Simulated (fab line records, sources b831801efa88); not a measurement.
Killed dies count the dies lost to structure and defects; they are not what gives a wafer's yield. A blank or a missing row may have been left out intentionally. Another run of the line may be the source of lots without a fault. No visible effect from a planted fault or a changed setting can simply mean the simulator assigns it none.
2 desks, one fault    flow gf180mcu    every desk sees just its own numbers, and what lay behind them comes last

== THE TOOL OWNER'S DESK: litho_track-04 ==
The tool's own readings at GF_HV_LDD_COAT_02 (resist thk 1000 nm): means of the sampled wafers that have a number, for each lot that ran on this tool. Any lot whose mean is over 4 standard deviations away from the usual mean is out of limits and marked OUT; that distance is given in the brackets.
Columns: A = spin_speed_rpm at GF_HV_LDD_COAT_02, usual 3000.1 rpm
lot   first seen here  A
L241  day 10 06:00     3000.7
L252  day 13 15:26     3273.0 (+99 or more) OUT
L254  day 14 07:46     3275.1 (+99 or more) OUT
L262  day 16 19:49     2999.2
This desk's verdict: out of limits on L252, L254, starting with L252 at day 13 15:26 (spin_speed_rpm at GF_HV_LDD_COAT_02). L241, L262 stayed within limits.

== THE METROLOGY DESK ==
Lot by lot, what the gauges showed, no matter which tool ran the lot: averages of those sampled wafers that carry a number. Any lot whose mean is over 4 standard deviations away from the usual mean is out of limits and marked OUT; that distance is given in the brackets.
Columns: A = VT_IMPLANT_4_TW at GF_VT_IMPLANT_TW_MEAS_43, usual 701; B = DUAL_GATE_OVL at GF_DUAL_GATE_OVL_MEAS_11, usual 0.5 nm
lot   first seen here  A    B
L240  day 7 18:49      700  -0.6
L241  day 8 01:44      707  0.9
L242  day 8 14:38      699  0.5
L244  day 9 01:14      705  0.9
L250  day 10 16:43     699  1.3
L251  day 11 02:19     703  0.9
L252  day 11 07:38     702  -0.6
L253  day 11 11:54     702  0.4
L254  day 11 20:22     697  1.8
L257  day 12 18:50     698  0.1
L258  day 12 22:27     695  -1.0
L261  day 13 22:18     696  2.5
L262  day 14 05:09     702  -1.3
Result from this desk: across the 13 lots, nothing is out of limits.

== BROUGHT TOGETHER ==
On L252, L254, at day 13 15:26, an alarm was possible from the tool owner's desk.
At the metrology desk, nothing out of limits was observed.
The metrology desk has L252, L254 on record, within its limits.
GF_HV_LDD_COAT_02 was run on litho_track-04 by each of the lots named.

== WHAT WAS PUT IN BY THE SIMULATOR ==
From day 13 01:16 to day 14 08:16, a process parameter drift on litho_track-04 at GF_HV_LDD_COAT_02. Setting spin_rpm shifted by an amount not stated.
Lots struck among those shown: L252, L254.
Delay in hours, fault start to first out-of-limits reading, by desk: the tool owner's desk at 14.
